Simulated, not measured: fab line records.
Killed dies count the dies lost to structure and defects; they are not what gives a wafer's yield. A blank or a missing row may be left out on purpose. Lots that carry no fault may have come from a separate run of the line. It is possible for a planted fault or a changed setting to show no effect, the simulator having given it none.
Which tool is to blame? :: flow sky130 :: 7 lots with 21 wafers sampled at 2 steps, on a route of 708 steps

== WHAT THE GAUGES READ, wafer by wafer ==
SKY_NWELL_THK_MEAS_02.
lot: L237
measured: day 2 23:31
on: film_metro-03
NWELL_OXIDATION_THK (nm): 9.81 9.83 9.69

lot: L240
measured: day 3 18:04
on: film_metro-04
NWELL_OXIDATION_THK (nm): 16.14 16.18 15.69

lot: L248
measured: day 5 04:23
on: film_metro-04
NWELL_OXIDATION_THK (nm): 10.04 10.17 9.93

lot: L250
measured: day 5 14:26
on: film_metro-04
NWELL_OXIDATION_THK (nm): 9.82 9.60 9.87

lot: L254
measured: day 6 10:46
on: film_metro-04
NWELL_OXIDATION_THK (nm): 9.95 9.98 9.96

lot: L257
measured: day 7 02:39
on: film_metro-03
NWELL_OXIDATION_THK (nm): 9.90 9.96 9.74

lot: L259
measured: day 7 19:42
on: film_metro-04
NWELL_OXIDATION_THK (nm): 9.83 9.79 9.92

== EACH LOT AND THE TOOL THAT RAN IT (in order: tool; ch and the chambers of the sampled wafers; start) ==
lot: L237
SKY_NWELL_OXIDATION_01: furnace-01 ch 0, day 2 22:07

lot: L240
SKY_NWELL_OXIDATION_01: furnace-02 ch 0, day 3 14:32 and furnace-01 ch 0, day 3 16:40

lot: L248
SKY_NWELL_OXIDATION_01: furnace-02 ch 0, day 5 02:59

lot: L250
SKY_NWELL_OXIDATION_01: furnace-01 ch 0, day 5 13:02

lot: L254
SKY_NWELL_OXIDATION_01: furnace-01 ch 0, day 6 09:22

lot: L257
SKY_NWELL_OXIDATION_01: furnace-02 ch 0, day 7 01:15

lot: L259
SKY_NWELL_OXIDATION_01: furnace-02 ch 0, day 7 18:15
- SKY_NWELL_OXIDATION_01: stabilise 600 s, purge 300 s, target thk 10 nm.

== THE ANSWER, worked out from the rows above alone ==
Rule: the lots themselves supply what counts as usual. The widest of any qualifying gaps counts: lots, ordered by their means at a reading, are off when they make up no more than a third of the lots, leave a main group of 4 or more, and stand apart from it by 3 or more times the standard deviation of that group's means. Not used: any main group whose means are identical at the precision the tables above print for the reading. Also off: a lot with no number at a reading for which 4 or more lots have one. Any other lot the step has rows for is counted as sound.
Off: L240, seen at SKY_NWELL_THK_MEAS_02 (NWELL_OXIDATION_THK). The main group: mean 9.88 nm, standard deviation 0.1.
A tool fits if, at a process step before that reading, it ran every lot that is off, and no sound lot after the first of them. Those tools and the gauges at SKY_NWELL_THK_MEAS_02 are tried in the same way. Of those tried, none fits.

== WHAT THE SIMULATOR PUT IN ==
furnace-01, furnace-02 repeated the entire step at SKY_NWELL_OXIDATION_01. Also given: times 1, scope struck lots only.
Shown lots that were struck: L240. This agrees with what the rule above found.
